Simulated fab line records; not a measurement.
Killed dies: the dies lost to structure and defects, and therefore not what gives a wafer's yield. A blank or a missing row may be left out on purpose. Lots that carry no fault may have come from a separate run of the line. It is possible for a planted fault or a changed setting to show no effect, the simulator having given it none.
2 desks, one fault / flow sky130 / every desk sees just its own numbers, and what lay behind them comes last

== TOOL OWNER'S DESK, litho_track-01 ==
At SKY_VT_ADJUST_LVTN_DEHYDRATE_00 (time 60 s), the tool's own readings, given per lot that ran on this tool as the mean of the sampled wafers with a number. The brackets show how far a lot's mean lies from the usual mean; more than 4 standard deviations puts the lot out of limits, marked OUT.
Columns: A = heater_power_total_W at SKY_VT_ADJUST_LVTN_DEHYDRATE_00, usual 160.39 W; B = plate_temp_C at SKY_VT_ADJUST_LVTN_DEHYDRATE_00, usual 200.02 C
lot=L532; first seen here=day 6 09:32; A=160.26; B=200.22
lot=L535; first seen here=day 7 14:07; A=160.31; B=199.93
lot=L537; first seen here=day 7 20:34; A=160.27; B=200.10
lot=L536; first seen here=day 7 21:28; A=157.70 (-22) OUT; B=197.45 (-14) OUT
lot=L543; first seen here=day 9 10:52; A=157.86 (-21) OUT; B=197.28 (-15) OUT
lot=L553; first seen here=day 12 01:28; A=160.34; B=199.97
lot=L554; first seen here=day 12 07:44; A=160.45; B=200.07
lot=L555; first seen here=day 12 17:41; A=160.37; B=200.27
This desk finds L536, L543 out of limits, L536 being first, at day 7 21:28 (heater_power_total_W at SKY_VT_ADJUST_LVTN_DEHYDRATE_00). L532, L535, L537, L553, L554, L555 stayed within limits.

== FROM THE METROLOGY DESK ==
What the gauges read, lot by lot, whatever tool the lot ran on: means of the sampled wafers that have a number. The brackets show how far a lot's mean lies from the usual mean; more than 4 standard deviations puts the lot out of limits, marked OUT.
Columns: A = PWDE_RS at SKY_NWELL_RS_MEAS_31, usual 5279 ohm/sq; B = VT_ADJUST_NCORE_TW at SKY_VT_ADJUST_NCORE_TW_MEAS_11, usual 221.1
lot=L532; first seen here=day 5 06:08; A=5298; B=222.2
lot=L533; first seen here=day 5 14:53; A=5303; B=221.4
lot=L535; first seen here=day 6 09:17; A=5270; B=222.2
lot=L537; first seen here=day 6 16:14; A=5257; B=219.6
lot=L536; first seen here=day 6 17:08; A=5283; B=220.8
lot=L543; first seen here=day 8 03:44; A=5286; B=221.4
lot=L548; first seen here=day 9 07:51; A=5263; B=221.8
lot=L549; first seen here=day 9 13:44; A=5269; B=219.4
lot=L551; first seen here=day 10 04:13; A=5280; B=222.4
lot=L552; first seen here=day 10 08:34; A=5281; B=219.9
lot=L553; first seen here=day 10 15:05; A=5278; B=222.0
lot=L554; first seen here=day 10 20:46; A=5270; B=219.8
lot=L555; first seen here=day 11 05:53; A=5262; B=219.5
This desk's verdict: no lot among the 13 shows anything out of limits.

== BROUGHT TOGETHER ==
The tool owner's desk had the chance to raise an alarm at day 7 21:28 on L536, L543.
Metrology desk: nothing out of limits seen.
The metrology desk holds a record of L536, L543, inside its limits.
The lots listed all ran SKY_VT_ADJUST_LVTN_DEHYDRATE_00 on litho_track-01.

== WHAT THE SIMULATOR HAD PUT IN ==
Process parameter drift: litho_track-01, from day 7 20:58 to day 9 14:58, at SKY_VT_ADJUST_LVTN_DEHYDRATE_00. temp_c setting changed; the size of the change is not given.
Shown lots that were struck: L536, L543.
Delay in hours, fault start to first out-of-limits reading, by desk: the tool owner's desk at 0.
